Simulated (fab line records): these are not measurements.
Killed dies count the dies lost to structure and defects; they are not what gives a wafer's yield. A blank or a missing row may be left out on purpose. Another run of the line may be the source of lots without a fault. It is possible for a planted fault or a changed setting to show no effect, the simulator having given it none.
A lot that was struck, set against a sound lot :: flow gf180mcu :: 21 out of 602 route steps
Sound: these wafers, L945.3, L945.4, L945.6. Struck: wafer L956.6. (L956.1, L956.2 of the same lot were not struck and are left out.) The cause comes at the end.
Each step with rows lists, per side, the tool, then ch with its chambers, then its first start. Under that, the readings that differ: sound wafers :: struck wafers :: difference of the means :: sigmas: that difference in standard deviations of wafers without a fault.
alike: a reading whose means differ by less than 2 such deviations, as well as words and numbers matching on both sides. not compared: withheld readings; readings where some wafer has no value; bounds like >300 that might hide an equal value; numbers whose values overlap and for which the record gives no deviation.
The two part at a step that has a row with sigmas, a row that says differs or no value, or rows on one side only. Non-overlapping numbers with no deviation appear without sigmas and do not part them. Lack of a reading on every wafer of one side parts them only where that side has two or more wafers.

first, 1 step without rows for these wafers: GF_STI_OXIDATION_21 (stabilise 600 s, purge 300 s, target thk 15 nm).
GF_STI_THK_MEAS_22:
  sound on film-metro-04 at day 2 20:19; struck on film-metro-01 at day 5 03:34
  alike: STI_OXIDATION_01_THK
then, 1 step without rows for these wafers: GF_STI_CVD_23 (deposits SiO2, target thk 650 nm, time 108.3 s).
GF_STI_THK_MEAS_24:
  sound on film-metro-01 at day 2 20:28; struck on film-metro-01 at day 5 03:42
reading: STI_CVD_23_THK (nm)
sound: 643 665 655
struck: 634
difference: -20
sigmas: -2
GF_STI_CMP_25: polishes, stops on Si3N4, t overpolish 33 s, target thk 524.6 nm.
  sound on cmp-02 ch 1,2,3, day 2 20:33; struck on cmp-01 ch 0, day 5 03:46
reading: motor-current-A (A)
sound: 12.8 13.8 13.9
struck: 9.7
difference: -3.8
sigmas: -3

reading: overpolish-run-s (s)
sound: 32.990 32.993 32.997
struck: 32.972
difference: -0.021
sigmas: -2
  alike: time-to-endpoint-s
then, 4 steps without rows for these wafers: GF_STI_WET_ETCH_26 (etches SiO2 in dHF, target depth 94 nm, time 188 s); GF_STI_WET_ETCH_27 (etches Si3N4 in H3PO4, target depth 160 nm, time 1825 s); GF_STI_WET_ETCH_28 (etches SiO2 in dHF, target depth 20 nm, time 40 s); GF_STI_OXIDATION_29 (stabilise 600 s, purge 300 s, target thk 10 nm).
GF_STI_THK_MEAS_30:
  sound on film-metro-01 at day 3 02:04; struck on film-metro-02 at day 5 06:55
  alike: STI_OXIDATION_02_THK
then, 2 steps without rows for these wafers: GF_DNWELL_DEHYDRATE_00 (time 60 s); GF_DNWELL_HMDS_01 (prime time 60 s).
GF_DNWELL_COAT_02: resist thk 3000 nm.
  sound on litho-track-04 ch 0, day 3 07:29; struck on litho-track-04 ch 0, day 5 13:32
reading: model.coat_of_DNWELL_COAT_02.thk-nm (nm)
sound: 2986 2986 2991
struck: 3115
difference: +127
sigmas: 
then, 3 steps without rows for these wafers: GF_DNWELL_SOFTBAKE_03; GF_DNWELL_EXPOSE_04 (exposes mask DNWELL, target cd 1700 nm); GF_DNWELL_PEB_05.
GF_DNWELL_DEVELOP_06: develop time 60 s.
  sound: litho-track-04 ch 0; struck: litho-track-01 ch 0
reading: model.coat_of_DNWELL_COAT_02.thk-nm (nm)
sound: 2985 2985 2990
struck: 3114
difference: +127
sigmas: 
then, 1 step without rows for these wafers: GF_DNWELL_IMPLANT_07.
GF_DNWELL_STRIP_08: strips in O2/N2.
  sound on plasma-asher-02 ch 0,1, day 3 13:49; struck on plasma-asher-02 ch 0, day 5 20:54
reading: strip-time-to-endpoint-s (s)
sound: 36.78 36.79 36.85
struck: 38.26
difference: +1.45
sigmas: +12
  alike: drypump-motor-current-A, heater-power-w, oes-product-au
  not compared: rf-hours-counter-h
GF_DNWELL_TW_MEAS_09:
  sound on film-metro-03 at day 3 13:54; struck on film-metro-03 at day 5 21:00
  alike: DNWELL_TW
then, 1 step without rows for these wafers: GF_PASSIVATION_PROBE_99.

## WHERE THEY PART
Last at GF_DNWELL_STRIP_08 as far as this record goes, first at GF_STI_THK_MEAS_24. Later steps at which nothing parts them and some readings are alike: GF_DNWELL_TW_MEAS_09.

WHY: whatever the simulator had introduced
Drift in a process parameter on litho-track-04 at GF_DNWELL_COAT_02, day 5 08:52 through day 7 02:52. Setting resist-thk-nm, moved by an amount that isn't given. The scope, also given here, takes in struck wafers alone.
